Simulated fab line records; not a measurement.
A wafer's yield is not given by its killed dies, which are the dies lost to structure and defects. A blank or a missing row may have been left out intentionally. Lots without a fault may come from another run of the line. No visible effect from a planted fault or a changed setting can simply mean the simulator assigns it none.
fab line records | flow sky130 | part 1 of 2: steps 1 to 25 of 33
record: lots: 5 | wafers: 15 | last_day: 50
route steps=708 shown CONTACT@421 METAL1@434
lots with no fault: from the same line, run without faults
start_h: hours from the record's opening day to when the first of the lot's shown wafers began | wait_h: hours since the lot's step before | " as in the row above | L1.1+2: several wafers, shown together as one row | - either no value or no given start | * or withheld: withheld | < > ~ a bound
route shown NAME@n: NAME is a module with steps in the file, n the number in the route of the first one | usual: mean/standard deviation of fault-free wafers | same: alike in all rows | chamber/n: place in a boat | sites: per-site readings | _std_site: standard deviation of those values | _edge_site: inner sites' mean taken away from outer sites' mean | radius_mm: for every site, how far away it sits from the centre of the wafer | mask NAME#n: copy n | behind: the most recent tool/chamber to have shaped the wafer | hold: why the lot was held/for how many hours/how that ended | device: transistor that didn't switch, given as n, p or np | end of line: at the end of the route, the tests of the same wafers | a step without rows: its recipe alone | killed: count of dies lost to structure and defects at first sort (not the wafer's yield) | map: a wafer's dies, marking killed ones x, the rest . and places with no die _
set.NAME: setting as actually run; set.NAME@STEP: the setting as run at that earlier step | model.NAME: the simulator's own value behind a step, which no gauge read
lots at selected steps of the route; one table per step, one row per wafer
services: a tool's chamber out of use, with start hour (start_h, from the record's first day; less than 0 if before it), hours out, and reason
== steps ==
step: SKY_CONTACT_OVL_MEAS_15
usual: CONTACT_OVL: -1/5.2
lot.wafer | tool       | chamber | start_h | wait_h | CONTACT_OVL[nm]
L078.4    | overlay-01 | -       | 756.80  | 0.1    | -5
L078.5    | "          | -       | "       | "      | -4
L078.6    | "          | -       | "       | "      | -3
L080.2    | overlay-02 | -       | 802.76  | 0.1    | -6
L080.5    | "          | -       | "       | "      | 2
L080.6    | "          | -       | "       | "      | 2
L081.2    | overlay-01 | -       | 803.63  | 0.1    | -1
L081.5    | "          | -       | "       | "      | -5
L081.6    | "          | -       | "       | "      | 4
L085.1    | overlay-02 | -       | 832.99  | 0.1    | 1
L085.2    | "          | -       | "       | "      | -7
L085.3    | "          | -       | "       | "      | -9
L095.1    | overlay-02 | -       | 911.33  | 0.1    | 3
L095.2    | "          | -       | "       | "      | 6
L095.6    | "          | -       | "       | "      | 9
step: SKY_CONTACT_ETCH_16
recipe: chemistry: N2/H2 | target: BARC | ion_energy_ev: 200 | source_w: 500 | bias_w: 100 | pressure_mtorr: 30 | n2_flow_sccm: 100 | h2_flow_sccm: 200 | stop_on: SiO2 | time_s: 45.9 | target_depth_a: 600
usual: drypump_motor_current_A: 5.4/0.36 | h2_flow_sccm: 200.1/0.57 | oes_product_au: 0.854/0.0043 | throttle_valve_pct: 13.226/0.0095
lot.wafer | tool        | chamber | start_h | wait_h | drypump_motor_current_A | h2_flow_sccm | oes_product_au | rf_hours_counter_h | throttle_valve_pct
L078.4    | rie_diel-04 | 3       | 756.84  | 0.0    | 5.9                     | 200.5        | 0.851          | -                  | 13.246
L078.5    | "           | 2       | "       | "      | 5.0                     | 199.1        | 0.851          | -                  | 13.217
L078.6    | "           | 1       | "       | "      | 5.4                     | 200.8        | 0.857          | -                  | 13.214
L080.2    | rie_diel-02 | 3       | 802.79  | 0.0    | 5.6                     | 200.9        | 0.854          | 18                 | 13.228
L080.5    | "           | 3       | "       | "      | 5.5                     | 200.9        | 0.858          | -                  | 13.239
L080.6    | "           | 2       | "       | "      | 5.3                     | 200.9        | 0.859          | -                  | 13.220
L081.2    | rie_diel-04 | 0       | 803.66  | 0.0    | 4.8                     | 200.5        | 0.849          | 1                  | 13.230
L081.5    | "           | 0       | "       | "      | 4.8                     | 200.3        | 0.852          | -                  | 13.222
L081.6    | "           | 3       | "       | "      | 5.9                     | 200.1        | 0.856          | -                  | 13.225
L085.1    | rie_diel-02 | 0       | 833.03  | 0.0    | 5.5                     | 200.1        | 0.855          | 20                 | 13.224
L085.2    | "           | 3       | "       | "      | 5.5                     | 200.5        | 0.855          | 20                 | 13.226
L085.3    | "           | 1       | "       | "      | 5.7                     | 199.5        | 0.854          | 14                 | 13.228
L095.1    | rie_diel-01 | 0       | 911.37  | 0.0    | 5.3                     | 200.3        | 0.858          | 1                  | 13.236
L095.2    | "           | 3       | "       | "      | 5.0                     | 200.2        | 0.853          | 5                  | 13.220
L095.6    | "           | 1       | "       | "      | 5.5                     | 200.1        | 0.859          | -                  | 13.238
step: SKY_CONTACT_ETCH_17
recipe: target: SiO2 | chemistry: C4F8/O2/Ar | stop_on: Si3N4 | mask_material: KrF-thick | source_w: 1500 | bias_w: 1179 | pressure_mtorr: 40 | c4f8_flow_sccm: withheld | O2_flow_sccm: 6 | Ar_flow_sccm: 300 | time_s: withheld | target_depth_a: 3400
usual: oes_product_au: 0.892/0.0049
lot.wafer | tool        | chamber | start_h | wait_h | oes_product_au
L078.4    | rie_diel-04 | 3       | 756.88  | 0.0    | 0.900
L078.5    | "           | 2       | "       | "      | 0.895
L078.6    | "           | 1       | "       | "      | 0.893
L080.2    | rie_diel-02 | 3       | 802.83  | 0.0    | 0.898
L080.5    | "           | 3       | "       | "      | 0.890
L080.6    | "           | 2       | "       | "      | 0.897
L081.2    | rie_diel-04 | 0       | 803.71  | 0.0    | 0.890
L081.5    | "           | 0       | "       | "      | 0.896
L081.6    | "           | 3       | "       | "      | 0.887
L085.1    | rie_diel-02 | 0       | 833.07  | 0.0    | 0.890
L085.2    | "           | 3       | "       | "      | 0.888
L085.3    | "           | 1       | "       | "      | 0.895
L095.1    | rie_diel-01 | 0       | 911.41  | 0.0    | 0.887
L095.2    | "           | 3       | "       | "      | 0.885
L095.6    | "           | 1       | "       | "      | 0.887
step: SKY_CONTACT_ETCH_18
recipe: target: Si3N4 | chemistry: CHF3/O2 | stop_on: TiN | source_w: 600 | bias_w: 200 | pressure_mtorr: 40 | chf3_flow_sccm: 50 | O2_flow_sccm: 5 | time_s: 39 | target_depth_a: 750
usual: drypump_motor_current_A: 5.4/0.36 | oes_product_au: 0.855/0.0072 | throttle_valve_pct: 8.794/0.0085
lot.wafer | tool        | chamber | start_h | wait_h | drypump_motor_current_A | oes_product_au | rf_hours_counter_h | throttle_valve_pct
L078.4    | rie_diel-04 | 3       | -       | -      | 5.9                     | 0.867          | -                  | 8.806
L078.5    | "           | 2       | "       | "      | 5.0                     | 0.866          | -                  | 8.795
L078.6    | "           | 1       | "       | "      | 5.5                     | 0.862          | -                  | 8.798
L080.2    | rie_diel-02 | 3       | -       | -      | 5.5                     | 0.843          | 18                 | 8.775
L080.5    | "           | 3       | "       | "      | 5.5                     | 0.842          | -                  | 8.799
L080.6    | "           | 2       | "       | "      | 5.3                     | 0.848          | -                  | 8.773
L081.2    | rie_diel-04 | 0       | -       | -      | 4.8                     | 0.856          | 1                  | 8.782
L081.5    | "           | 0       | "       | "      | 4.8                     | 0.854          | -                  | 8.784
L081.6    | "           | 3       | "       | "      | 5.9                     | 0.865          | -                  | 8.799
L085.1    | rie_diel-02 | 0       | -       | -      | 5.5                     | 0.850          | 20                 | 8.793
L085.2    | "           | 3       | "       | "      | 5.5                     | 0.852          | 20                 | 8.796
L085.3    | "           | 1       | "       | "      | 5.6                     | 0.847          | 14                 | 8.793
L095.1    | rie_diel-01 | 0       | -       | -      | 5.3                     | 0.848          | 1                  | 8.788
L095.2    | "           | 3       | "       | "      | 5.0                     | 0.861          | 5                  | 8.788
L095.6    | "           | 1       | "       | "      | 5.5                     | 0.871          | -                  | 8.790
step: SKY_CONTACT_STRIP_19
recipe: chemistry: O2/N2 | power_w: 1400 | pressure_mtorr: 1500 | platen_temp_c: withheld | o2_flow_sccm: 3000 | n2_flow_sccm: 300 | overash_fraction: 0.5
usual: drypump_motor_current_A: 5.7/0.35 | o2_flow_sccm: 3000/9.5 | oes_product_au: 0.385/0.0045 | strip_time_to_endpoint_s: 3.709/0.023
lot.wafer | tool            | chamber | start_h | wait_h | drypump_motor_current_A | o2_flow_sccm | oes_product_au | rf_hours_counter_h | strip_time_to_endpoint_s
L078.4    | plasma_asher-01 | 1       | 756.98  | -      | 5.8                     | 3012         | 0.382          | -                  | 3.701
L078.5    | "               | 0       | "       | "      | 5.5                     | 2992         | 0.382          | -                  | 3.733
L078.6    | "               | 1       | "       | "      | 5.9                     | 3015         | 0.386          | -                  | 3.721
L080.2    | plasma_asher-04 | 1       | 802.92  | -      | 5.8                     | 3016         | 0.382          | 5                  | 3.694
L080.5    | "               | 1       | "       | "      | 5.8                     | 3015         | 0.384          | -                  | 3.711
L080.6    | "               | 0       | "       | "      | 5.8                     | 3000         | 0.374          | -                  | 3.680
L081.2    | plasma_asher-01 | 1       | 803.80  | -      | 5.9                     | 3003         | 0.378          | 100                | 3.704
L081.5    | "               | 1       | "       | "      | 5.9                     | 3007         | 0.386          | -                  | 3.701
L081.6    | "               | 0       | "       | "      | 5.5                     | 3018         | 0.384          | -                  | 3.721
L085.1    | plasma_asher-02 | 1       | 833.16  | -      | 5.0                     | 3014         | 0.386          | 40                 | 3.723
L085.2    | "               | 0       | "       | "      | 6.0                     | 3002         | 0.388          | 40                 | 3.739
L085.3    | "               | 1       | "       | "      | 5.0                     | 2992         | 0.386          | -                  | 3.721
L095.1    | plasma_asher-01 | 0       | 911.50  | -      | 5.5                     | 3007         | 0.380          | 110                | 3.697
L095.2    | "               | 1       | "       | "      | 5.9                     | 3003         | 0.390          | 110                | 3.712
L095.6    | "               | 1       | "       | "      | 5.9                     | 2996         | 0.382          | -                  | 3.690
step: SKY_CONTACT_STRIP_20
recipe: chemistry: post_etch_residue_remover | time_s: 1200 | temp_c: 72.5
usual: temp_c: 72.53/0.12
lot.wafer | tool         | chamber | start_h | wait_h | temp_c
L078.4    | wet_bench-02 | 1       | 757.05  | 0.0    | 72.67
L078.5    | "            | 1       | "       | "      | 72.50
L078.6    | "            | 1       | "       | "      | 72.69
L080.2    | wet_bench-02 | 2       | 803.02  | 0.1    | 72.59
L080.5    | "            | 2       | "       | "      | 72.83
L080.6    | "            | 2       | "       | "      | 72.53
L081.2    | wet_bench-02 | 0       | 803.90  | 0.1    | 72.60
L081.5    | "            | 0       | "       | "      | 72.47
L081.6    | "            | 0       | "       | "      | 72.52
L085.1    | wet_bench-04 | 0       | 833.26  | 0.1    | 72.61
L085.2    | "            | 0       | "       | "      | 72.45
L085.3    | "            | 0       | "       | "      | 72.45
L095.1    | wet_bench-02 | 2       | 911.60  | 0.1    | 72.50
L095.2    | "            | 2       | "       | "      | 72.36
L095.6    | "            | 2       | "       | "      | 72.59
step: SKY_CONTACT_CLEAN_21
recipe: chemistry: IPA | time_s: 180 | temp_c: 25
usual: temp_c: 25.04/0.11
lot.wafer | tool         | chamber | start_h | wait_h | temp_c
L078.4    | wet_bench-01 | 0       | 757.39  | 0.0    | 25.20
L078.5    | "            | 0       | "       | "      | 25.11
L078.6    | "            | 0       | "       | "      | 25.16
L080.2    | wet_bench-01 | 2       | 803.36  | 0.0    | 25.01
L080.5    | "            | 2       | "       | "      | 25.25
L080.6    | "            | 2       | "       | "      | 25.06
L081.2    | wet_bench-01 | 3       | 804.24  | 0.0    | 24.78
L081.5    | "            | 3       | "       | "      | 25.04
L081.6    | "            | 3       | "       | "      | 25.23
L085.1    | wet_bench-01 | 2       | 833.60  | 0.0    | 24.79
L085.2    | "            | 2       | "       | "      | 24.85
L085.3    | "            | 2       | "       | "      | 25.05
L095.1    | wet_bench-04 | 1       | 911.94  | 0.0    | 25.05
L095.2    | "            | 1       | "       | "      | 25.00
L095.6    | "            | 1       | "       | "      | 24.94
step: SKY_CONTACT_CLEAN_22
recipe: chemistry: O3/DIW | dry: n2_spin
lot.wafer  | tool         | chamber | start_h | wait_h
L078.4+5+6 | wet_bench-04 | 0       | 757.45  | 0.0
L080.2+5+6 | wet_bench-04 | 3       | 803.42  | 0.0
L081.2+5+6 | wet_bench-02 | 0       | 804.30  | 0.0
L085.1+2+3 | wet_bench-01 | 2       | 833.66  | 0.0
L095.1+2+6 | wet_bench-02 | 2       | 912.00  | 0.0
step: SKY_CONTACT_SPUTTER_23
recipe: material: TiN | target_thk_nm: 20 | chamber_pressure_pa: 5 | power_w: 4000 | time_s: 80
usual: throttle_valve_pct: 29.6/1.3
lot.wafer | tool           | chamber | start_h | wait_h | throttle_valve_pct
L078.4    | pvd_sputter-03 | -       | 757.54  | 0.0    | 27.9
L078.5    | "              | -       | "       | "      | 29.3
L078.6    | "              | -       | "       | "      | 30.0
L080.2    | pvd_sputter-03 | -       | 803.51  | 0.0    | 28.0
L080.5    | "              | -       | "       | "      | 30.0
L080.6    | "              | -       | "       | "      | 29.3
L081.2    | pvd_sputter-02 | -       | 804.39  | 0.0    | 29.4
L081.5    | "              | -       | "       | "      | 29.4
L081.6    | "              | -       | "       | "      | 30.1
L085.1    | pvd_sputter-04 | -       | 833.75  | 0.0    | 30.2
L085.2    | "              | -       | "       | "      | 29.9
L085.3    | "              | -       | "       | "      | 26.9
L095.1    | pvd_sputter-02 | -       | 912.09  | 0.0    | 30.1
L095.2    | "              | -       | "       | "      | 29.1
L095.6    | "              | -       | "       | "      | 30.2
step: SKY_CONTACT_CVD_24
recipe: material: W | target_thk_nm: 340 | time_s: 102.12 | temp_c: 400 | pressure_torr: 40
usual: heater_power_w: 764/74
lot.wafer | tool     | chamber | start_h | wait_h | heater_power_w
L078.4    | cvd_w-02 | 0       | 757.64  | 0.1    | 656
L078.5    | "        | 1       | "       | "      | 833
L078.6    | "        | 0       | "       | "      | 646
L080.2    | cvd_w-02 | 0       | 803.57  | 0.0    | 663
L080.5    | "        | 1       | "       | "      | 837
L080.6    | "        | 0       | "       | "      | 683
L081.2    | cvd_w-01 | 0       | 804.45  | 0.0    | 817
L081.5    | "        | 0       | "       | "      | 825
L081.6    | "        | 1       | "       | "      | 738
L085.1    | cvd_w-02 | 0       | 833.81  | 0.0    | 672
L085.2    | "        | 1       | "       | "      | 842
L085.3    | "        | 0       | "       | "      | 676
L095.1    | cvd_w-02 | 0       | 912.15  | 0.0    | 674
L095.2    | "        | 1       | "       | "      | 853
L095.6    | "        | 1       | "       | "      | 843
step: SKY_CONTACT_RS_MEAS_25
recipe: thk_meas_gauge: four-point-probe | reads: W_of_CONTACT_CVD_24+TiN_of_CONTACT_SPUTTER_23
usual: CONTACT_W_RS: 0.340/0.0035
lot.wafer | tool          | chamber | start_h | wait_h | CONTACT_W_RS[ohm/sq]
L078.4    | film_metro-04 | -       | 757.78  | 0.1    | 0.335
L078.5    | "             | -       | "       | "      | 0.343
L078.6    | "             | -       | "       | "      | 0.336
L080.2    | film_metro-04 | -       | 803.70  | 0.1    | 0.343
L080.5    | "             | -       | "       | "      | 0.341
L080.6    | "             | -       | "       | "      | 0.338
L081.2    | film_metro-01 | -       | 804.58  | 0.1    | 0.338
L081.5    | "             | -       | "       | "      | 0.337
L081.6    | "             | -       | "       | "      | 0.340
L085.1    | film_metro-01 | -       | 833.92  | 0.1    | 0.340
L085.2    | "             | -       | "       | "      | 0.339
L085.3    | "             | -       | "       | "      | 0.344
L095.1    | film_metro-01 | -       | 912.26  | 0.1    | 0.341
L095.2    | "             | -       | "       | "      | 0.334
L095.6    | "             | -       | "       | "      | 0.340
step: SKY_CONTACT_THK_MEAS_26
recipe: thk_meas_gauge: xrf | reads: W_of_CONTACT_CVD_24
usual: CONTACT_W_THK: 339/5
lot.wafer | tool          | chamber | start_h | wait_h | CONTACT_W_THK[nm]
L078.4    | film_metro-04 | -       | 757.87  | 0.1    | 338
L078.5    | "             | -       | "       | "      | 331
L078.6    | "             | -       | "       | "      | 337
L080.2    | film_metro-04 | -       | 803.81  | 0.1    | 334
L080.5    | "             | -       | "       | "      | 337
L080.6    | "             | -       | "       | "      | 338
L081.2    | film_metro-01 | -       | 804.69  | 0.1    | 337
L081.5    | "             | -       | "       | "      | 340
L081.6    | "             | -       | "       | "      | 336
L085.1    | film_metro-01 | -       | 834.04  | 0.1    | 332
L085.2    | "             | -       | "       | "      | 335
L085.3    | "             | -       | "       | "      | 328
L095.1    | film_metro-01 | -       | 912.38  | 0.1    | 342
L095.2    | "             | -       | "       | "      | 352
L095.6    | "             | -       | "       | "      | 346
step: SKY_CONTACT_CMP_27
recipe: stop_on: SiO2 | t_overpolish_s: 15 | down_force_psi: 3.5 | platen_rpm: 60 | target_thk_nm: 0 | pad_velocity_m_s: 0.94248
usual: motor_current_A: 10.7/0.82 | overpolish_run_s: 14.999/0.0086 | time_to_endpoint_s: 81.4/3
lot.wafer | tool   | chamber | start_h | wait_h | motor_current_A | overpolish_run_s | time_to_endpoint_s
L078.4    | cmp-01 | 3       | 757.90  | 0.0    | 10.1            | 15.006           | 80.5
L078.5    | "      | 3       | "       | "      | 10.2            | 14.998           | 79.9
L078.6    | "      | 0       | "       | "      | 11.7            | 15.000           | 79.8
L080.2    | cmp-01 | 1       | 803.91  | 0.1    | 9.5             | 14.985           | 79.1
L080.5    | "      | 0       | "       | "      | 11.6            | 15.003           | 77.6
L080.6    | "      | 1       | "       | "      | 10.0            | 15.010           | 80.0
L081.2    | cmp-02 | 2       | 804.89  | 0.2    | 11.2            | 15.003           | 85.9
L081.6    | "      | 3       | "       | "      | 10.7            | 14.999           | 83.3
L081.5    | "      | 0       | "       | "      | 10.8            | 14.987           | 86.7
L085.2    | cmp-02 | 2       | 834.15  | 0.1    | 10.9            | 14.999           | 79.2
L085.3    | "      | 3       | "       | "      | 10.6            | 14.995           | 76.3
L085.1    | "      | 0       | "       | "      | 10.7            | 15.003           | 76.3
L095.1    | cmp-02 | 3       | 912.44  | 0.1    | 11.4            | 15.009           | 81.7
L095.2    | "      | 2       | "       | "      | 11.0            | 15.020           | 84.7
L095.6    | "      | 0       | "       | "      | 10.5            | 14.984           | 78.0
step: SKY_METAL1_SPUTTER_00
recipe: material: Ti | target_thk_nm: 15 | power_w: 3000 | time_s: 10 | chamber_pressure_pa: 0.4
usual: throttle_valve_pct: 29.6/1.1
lot.wafer | tool           | chamber | start_h | wait_h | throttle_valve_pct
L078.4    | pvd_sputter-01 | -       | 758.20  | 0.2    | 29.1
L078.5    | "              | -       | "       | "      | 29.2
L078.6    | "              | -       | "       | "      | 29.0
L080.2    | pvd_sputter-01 | -       | 804.16  | 0.2    | 29.4
L080.5    | "              | -       | "       | "      | 30.6
L080.6    | "              | -       | "       | "      | 29.5
L081.2    | pvd_sputter-04 | -       | 805.04  | 0.1    | 26.8
L081.5    | "              | -       | "       | "      | 27.4
L081.6    | "              | -       | "       | "      | 30.1
L085.1    | pvd_sputter-04 | -       | 834.40  | 0.1    | 30.4
L085.2    | "              | -       | "       | "      | 29.9
L085.3    | "              | -       | "       | "      | 27.0
L095.1    | pvd_sputter-01 | -       | 912.74  | 0.2    | 29.5
L095.2    | "              | -       | "       | "      | 29.6
L095.6    | "              | -       | "       | "      | 30.6
step: SKY_METAL1_SPUTTER_01
recipe: material: TiN | target_thk_nm: 20 | power_w: 6500 | time_s: 16.7 | chamber_pressure_pa: 0.4
usual: throttle_valve_pct: 29.6/1.1
lot.wafer | tool           | chamber | start_h | wait_h | throttle_valve_pct
L078.4    | pvd_sputter-01 | -       | 758.22  | 0.0    | 29.3
L078.5    | "              | -       | "       | "      | 29.7
L078.6    | "              | -       | "       | "      | 29.1
L080.2    | pvd_sputter-01 | -       | 804.18  | 0.0    | 29.7
L080.5    | "              | -       | "       | "      | 30.7
L080.6    | "              | -       | "       | "      | 29.3
L081.2    | pvd_sputter-04 | -       | 805.06  | 0.0    | 27.3
L081.5    | "              | -       | "       | "      | 27.2
L081.6    | "              | -       | "       | "      | 30.2
L085.1    | pvd_sputter-04 | -       | 834.43  | 0.0    | 30.2
L085.2    | "              | -       | "       | "      | 30.1
L085.3    | "              | -       | "       | "      | 27.3
L095.1    | pvd_sputter-01 | -       | 912.76  | 0.0    | 29.2
L095.2    | "              | -       | "       | "      | 29.6
L095.6    | "              | -       | "       | "      | 30.7
step: SKY_METAL1_SPUTTER_02
recipe: material: AlCu | target_thk_nm: 250 | power_w: 10600 | time_s: 13.3 | chamber_pressure_pa: 0.4
usual: throttle_valve_pct: 29.6/1.1
lot.wafer | tool           | chamber | start_h | wait_h | throttle_valve_pct
L078.4    | pvd_sputter-01 | -       | 758.24  | 0.0    | 29.3
L078.5    | "              | -       | "       | "      | 29.7
L078.6    | "              | -       | "       | "      | 29.0
L080.2    | pvd_sputter-01 | -       | 804.21  | 0.0    | 29.3
L080.5    | "              | -       | "       | "      | 30.6
L080.6    | "              | -       | "       | "      | 29.5
L081.2    | pvd_sputter-04 | -       | 805.09  | 0.0    | 27.3
L081.5    | "              | -       | "       | "      | 27.1
L081.6    | "              | -       | "       | "      | 29.9
L085.1    | pvd_sputter-04 | -       | 834.45  | 0.0    | 29.9
L085.2    | "              | -       | "       | "      | 30.1
L085.3    | "              | -       | "       | "      | 27.1
L095.1    | pvd_sputter-01 | -       | 912.79  | 0.0    | 29.6
L095.2    | "              | -       | "       | "      | 29.5
L095.6    | "              | -       | "       | "      | 30.5
step: SKY_METAL1_SPUTTER_03
recipe: material: Ti | target_thk_nm: 5 | power_w: 3000 | time_s: 3.3 | chamber_pressure_pa: 0.4
usual: throttle_valve_pct: 29.7/1.1
lot.wafer | tool           | chamber | start_h | wait_h | throttle_valve_pct
L078.4    | pvd_sputter-01 | -       | 758.27  | 0.0    | 29.2
L078.5    | "              | -       | "       | "      | 29.6
L078.6    | "              | -       | "       | "      | 29.3
L080.2    | pvd_sputter-01 | -       | 804.23  | 0.0    | 29.7
L080.5    | "              | -       | "       | "      | 30.7
L080.6    | "              | -       | "       | "      | 29.5
L081.2    | pvd_sputter-04 | -       | 805.11  | 0.0    | 27.3
L081.5    | "              | -       | "       | "      | 27.2
L081.6    | "              | -       | "       | "      | 30.0
L085.1    | pvd_sputter-04 | -       | 834.48  | 0.0    | 30.2
L085.2    | "              | -       | "       | "      | 29.9
L085.3    | "              | -       | "       | "      | 27.2
L095.1    | pvd_sputter-01 | -       | 912.81  | 0.0    | 29.4
L095.2    | "              | -       | "       | "      | 29.6
L095.6    | "              | -       | "       | "      | 30.7
step: SKY_METAL1_SPUTTER_04
recipe: material: TiN | target_thk_nm: 70 | power_w: 6500 | time_s: 58.3 | chamber_pressure_pa: 0.4
usual: throttle_valve_pct: 29.6/1.1
lot.wafer | tool           | chamber | start_h | wait_h | throttle_valve_pct
L078.4    | pvd_sputter-01 | -       | 758.29  | 0.0    | 29.4
L078.5    | "              | -       | "       | "      | 29.7
L078.6    | "              | -       | "       | "      | 29.6
L080.2    | pvd_sputter-01 | -       | 804.25  | 0.0    | 29.4
L080.5    | "              | -       | "       | "      | 30.7
L080.6    | "              | -       | "       | "      | 29.2
L081.2    | pvd_sputter-04 | -       | 805.13  | 0.0    | 27.2
L081.5    | "              | -       | "       | "      | 27.0
L081.6    | "              | -       | "       | "      | 30.3
L085.1    | pvd_sputter-04 | -       | 834.49  | 0.0    | 30.2
L085.2    | "              | -       | "       | "      | 29.6
L085.3    | "              | -       | "       | "      | 27.2
L095.1    | pvd_sputter-01 | -       | 912.83  | 0.0    | 29.6
L095.2    | "              | -       | "       | "      | 29.4
L095.6    | "              | -       | "       | "      | 30.8
step: SKY_METAL1_RS_MEAS_05
recipe: thk_meas_gauge: four-point-probe | reads: TiN_of_METAL1_SPUTTER_04+Ti_of_METAL1_SPUTTER_03+AlCu_of_METAL1_SPUTTER_02+TiN_of_METAL1_SPUTTER_01+Ti_of_METAL1_SPUTTER_00
usual: METAL1_ALCU_RS: 0.1269/0.0012
lot.wafer | tool          | chamber | start_h | wait_h | METAL1_ALCU_RS[ohm/sq]
L078.4    | film_metro-02 | -       | 758.40  | 0.1    | 0.1281
L078.5    | "             | -       | "       | "      | 0.1292
L078.6    | "             | -       | "       | "      | 0.1291
L080.2    | film_metro-03 | -       | 804.32  | 0.0    | 0.1252
L080.5    | "             | -       | "       | "      | 0.1266
L080.6    | "             | -       | "       | "      | 0.1258
L081.2    | film_metro-02 | -       | 805.20  | 0.0    | 0.1241
L081.5    | "             | -       | "       | "      | 0.1244
L081.6    | "             | -       | "       | "      | 0.1244
L085.1    | film_metro-02 | -       | 834.54  | 0.0    | 0.1254
L085.2    | "             | -       | "       | "      | 0.1268
L085.3    | "             | -       | "       | "      | 0.1248
L095.1    | film_metro-02 | -       | 912.88  | 0.0    | 0.1275
L095.2    | "             | -       | "       | "      | 0.1262
L095.6    | "             | -       | "       | "      | 0.1277
step: SKY_METAL1_THK_MEAS_06
recipe: thk_meas_gauge: xrf | reads: AlCu_of_METAL1_SPUTTER_02
usual: METAL1_ALCU_THK: 248.0/3
lot.wafer | tool          | chamber | start_h | wait_h | METAL1_ALCU_THK[nm]
L078.4    | film_metro-02 | -       | 758.49  | 0.1    | 243.3
L078.5    | "             | -       | "       | "      | 240.5
L078.6    | "             | -       | "       | "      | 241.3
L080.2    | film_metro-03 | -       | 804.43  | 0.1    | 252.3
L080.5    | "             | -       | "       | "      | 250.7
L080.6    | "             | -       | "       | "      | 250.7
L081.2    | film_metro-02 | -       | 805.31  | 0.1    | 252.1
L081.5    | "             | -       | "       | "      | 253.1
L081.6    | "             | -       | "       | "      | 250.7
L085.1    | film_metro-02 | -       | 834.66  | 0.1    | 247.6
L085.2    | "             | -       | "       | "      | 246.8
L085.3    | "             | -       | "       | "      | 249.6
L095.1    | film_metro-02 | -       | 913.00  | 0.1    | 244.0
L095.2    | "             | -       | "       | "      | 247.8
L095.6    | "             | -       | "       | "      | 245.3
step: SKY_METAL1_DEHYDRATE_07
recipe: temp_c: 200 | time_s: 60
usual: plate_temp_C: 200.01/0.16
lot.wafer | tool           | chamber | start_h | wait_h | plate_temp_C
L078.4    | litho_track-01 | 0       | 772.39  | 13.9   | 200.42
L078.5    | "              | 0       | "       | "      | 200.27
L078.6    | "              | 0       | "       | "      | 200.08
L080.2    | litho_track-03 | 0       | 815.93  | 11.5   | 199.84
L080.5    | "              | 0       | "       | "      | 199.92
L080.6    | "              | 0       | "       | "      | 199.96
L081.2    | litho_track-01 | 0       | 817.29  | 12.0   | 199.96
L081.5    | "              | 0       | "       | "      | 200.01
L081.6    | "              | 0       | "       | "      | 199.92
L085.1    | litho_track-02 | 0       | 847.40  | 12.7   | 199.97
L085.2    | "              | 0       | "       | "      | 199.88
L085.3    | "              | 0       | "       | "      | 200.00
L095.1    | litho_track-03 | 0       | 924.66  | 11.6   | 199.81
L095.2    | "              | 0       | "       | "      | 200.21
L095.6    | "              | 0       | "       | "      | 199.98
step: SKY_METAL1_HMDS_08
recipe: prime_time_s: 60 | prime_temp_c: 120
lot.wafer  | tool           | chamber | start_h | wait_h
L078.4+5+6 | litho_track-01 | 0       | 772.54  | 0.1
L080.2+5+6 | litho_track-03 | 0       | 816.08  | 0.1
L081.2+5+6 | litho_track-01 | 0       | 817.44  | 0.1
L085.1+2+3 | litho_track-02 | 0       | 847.55  | 0.1
L095.1+2+6 | litho_track-03 | 0       | 924.81  | 0.1
step: SKY_METAL1_COAT_09
recipe: resist: BARC | temp_c: withheld | time_s: withheld | spin_rpm: 3000 | resist_thk_nm: 60
lot.wafer  | tool           | chamber | start_h | wait_h
L078.4+5+6 | litho_track-01 | 0       | 772.69  | 0.1
L080.2+5+6 | litho_track-03 | 0       | 816.23  | 0.1
L081.2+5+6 | litho_track-01 | 0       | 817.59  | 0.1
L085.1+2+3 | litho_track-02 | 0       | 847.70  | 0.1
L095.1+2+6 | litho_track-03 | 0       | 924.96  | 0.1
step: SKY_METAL1_COAT_10
recipe: resist: KrF-thick | spin_rpm: 3000 | resist_thk_nm: 450
lot.wafer  | tool           | chamber | start_h | wait_h
L078.4+5+6 | litho_track-01 | 0       | -       | -
L080.2+5+6 | litho_track-03 | 0       | -       | -
L081.2+5+6 | litho_track-01 | 0       | -       | -
L085.1+2+3 | litho_track-02 | 0       | -       | -
L095.1+2+6 | litho_track-03 | 0       | -       | -
step: SKY_METAL1_SOFTBAKE_11
recipe: temp_c: 100 | time_s: 90 | resist: KrF-thick
usual: plate_temp_C: 99.99/0.14
lot.wafer | tool           | chamber | start_h | wait_h | plate_temp_C
L078.4    | litho_track-01 | 0       | -       | -      | 99.89
L078.5    | "              | 0       | "       | "      | 99.70
L078.6    | "              | 0       | "       | "      | 99.87
L080.2    | litho_track-03 | 0       | -       | -      | 100.03
L080.5    | "              | 0       | "       | "      | 100.33
L080.6    | "              | 0       | "       | "      | 99.94
L081.2    | litho_track-01 | 0       | -       | -      | 100.04
L081.5    | "              | 0       | "       | "      | 99.95
L081.6    | "              | 0       | "       | "      | 100.02
L085.1    | litho_track-02 | 0       | -       | -      | 100.22
L085.2    | "              | 0       | "       | "      | 100.15
L085.3    | "              | 0       | "       | "      | 99.94
L095.1    | litho_track-03 | 0       | -       | -      | 99.70
L095.2    | "              | 0       | "       | "      | 99.80
L095.6    | "              | 0       | "       | "      | 100.00
